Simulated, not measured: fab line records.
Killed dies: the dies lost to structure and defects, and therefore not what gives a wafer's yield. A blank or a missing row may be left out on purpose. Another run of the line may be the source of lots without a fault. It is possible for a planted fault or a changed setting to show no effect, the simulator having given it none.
A lot that was struck, set against a sound lot -- flow sky130 -- 28 steps out of a route of 708
Sound: these wafers, L180.1, L180.2, L180.6. Wafers struck: L189.2, L189.3, L189.4. Last of all comes the cause.
For every step that has rows: the tool of each side, followed by ch and its chambers, followed by its first start. Under that, the readings that differ: sound wafers -- struck wafers -- difference of the means -- sigmas: that difference in standard deviations of wafers without a fault.
alike: a reading whose means differ by less than 2 such deviations, as well as words and numbers matching on both sides. not compared: withheld readings; readings where some wafer has no value; bounds like >300 that might hide an equal value; numbers whose values overlap and for which the record gives no deviation.
Wherever a step has rows on one side only, a row that says differs or no value, or a row with sigmas, the two part there. Numbers that have no deviation but don't overlap get no sigmas and don't part them. Lack of a reading on every wafer of one side parts them only where that side has two or more wafers.

SKY_VIA4_ETCH_12: etches SiO2 in C4F8/O2/Ar, stops on TiN, target depth 580 nm.
  sound on rie-diel-03 ch 0,3, day 44 05:43; struck on rie-diel-04 ch 0,2,3, day 46 14:52
  alike: oes-product-au, rf-fwd-power-W
SKY_VIA4_STRIP_13: strips in O2/N2.
  sound on plasma-asher-01 ch 0,1, day 44 05:47; struck on plasma-asher-03 ch 0,1, day 46 14:56
  alike: drypump-motor-current-A, oes-product-au, strip-time-to-endpoint-s
  not compared: rf-hours-counter-h
then, 5 steps without rows for these wafers: SKY_VIA4_STRIP_14 (strips in post etch residue remover, time 1200 s); SKY_VIA4_CLEAN_15 (cleans in IPA, time 180 s); SKY_VIA4_CLEAN_16 (cleans in O3/DIW); SKY_VIA4_SPUTTER_17 (material TiN, target thk 20 nm, time 80 s); SKY_VIA4_CVD_18 (deposits W, target thk 505 nm, time 152.14 s).
SKY_VIA4_RS_MEAS_19: uses a four-point probe to measure.
  struck on film-metro-03, day 46 15:46; sound on film-metro-03, day 44 06:39
  alike: VIA4_W_RS
SKY_VIA4_THK_MEAS_20: measures by xrf.
  struck on film-metro-03, day 46 15:53; sound on film-metro-03, day 44 06:46
  alike: VIA4_W_THK
SKY_VIA4_CMP_21: polishes, stops on SiO2, t overpolish 25 s, target thk 0 nm.
  sound on cmp-01 ch 1,3, day 44 06:50; struck on cmp-02 ch 0,1,3, day 46 15:56
  alike: motor-current-A, overpolish-run-s, time-to-endpoint-s
then, 1 step without rows for these wafers: SKY_METAL5_SPUTTER_00 (material Ti, target thk 15 nm, time 10 s).
SKY_METAL5_SPUTTER_01: material TiN, target thk 20 nm, time 16.7 s.
  struck on pvd-sputter-01, day 46 16:15; sound on pvd-sputter-03, day 44 07:10
  alike: throttle-valve-pct
SKY_METAL5_SPUTTER_02: material AlCu, target thk 1150 nm, time 63.78 s.
  struck on pvd-sputter-01, day 46 16:17; sound on pvd-sputter-03, day 44 07:11
reading,sound,struck,difference,sigmas
model.AlCu_of_METAL5_SPUTTER_02.thk-nm (nm),1213 1195 1205,1743 1728 1735,+531,
  alike: throttle-valve-pct
SKY_METAL5_SPUTTER_03: material Ti, target thk 5 nm, time 3.3 s.
  struck on pvd-sputter-01, day 46 16:20; sound on pvd-sputter-03, day 44 07:14
  alike: throttle-valve-pct
then, 1 step without rows for these wafers: SKY_METAL5_SPUTTER_04 (material TiN, target thk 70 nm, time 58.3 s).
SKY_METAL5_RS_MEAS_05: uses a four-point probe to measure.
  struck on film-metro-03, day 46 16:25; sound on film-metro-04, day 44 07:18
reading,sound,struck,difference,sigmas
METAL5_ALCU_RS (ohm/sq),0.02568 0.02608 0.02589,0.01774 0.01797 0.01786,-0.00803,-32
SKY_METAL5_THK_MEAS_06: measures by xrf.
  struck on film-metro-03, day 46 16:31; sound on film-metro-04, day 44 07:25
reading,sound,struck,difference,sigmas
METAL5_ALCU_THK (nm),1196 1183 1188,1718 1705 1701,+519,+35
then, 8 steps without rows for these wafers: SKY_METAL5_DEHYDRATE_07 (time 60 s); SKY_METAL5_HMDS_08 (prime time 60 s); SKY_METAL5_COAT_09 (resist thk 1800 nm); SKY_METAL5_SOFTBAKE_10 (time 60 s); SKY_METAL5_EXPOSE_11 (exposes mask MM5, target cd 1600 nm); SKY_METAL5_PEB_12; SKY_METAL5_DEVELOP_13 (develop time 60 s); SKY_METAL5_DESCUM_14 (chemistry O2, time 11 s).
SKY_METAL5_METAL_ETCH_15: etches the open film in Cl2/BCl3, stops on SiO2, target depth 1260 nm, time 252 s.
  sound on rie-metal-04 ch 0,1, day 45 04:31; struck on rie-metal-04 ch 0,1, day 47 12:39
reading,sound,struck,difference,sigmas
oes-product-au (a.u.),0.915 0.907 0.896,0.998 1.005 0.992,+0.092,+15
  alike: drypump-motor-current-A, rf-fwd-power-W, throttle-valve-pct
  not compared: rf-hours-counter-h
then, 1 step without rows for these wafers: SKY_METAL5_STRIP_16 (strips in O2/N2).
SKY_PAD_OPEN_PROBE_99:
  only the struck wafers here have rows in the record (prober-01, day 49 05:03); the sound ones have none

## WHERE THEY PART
First at SKY_METAL5_RS_MEAS_05; last, within this record, at SKY_PAD_OPEN_PROBE_99.

WHY: what the simulator had put in
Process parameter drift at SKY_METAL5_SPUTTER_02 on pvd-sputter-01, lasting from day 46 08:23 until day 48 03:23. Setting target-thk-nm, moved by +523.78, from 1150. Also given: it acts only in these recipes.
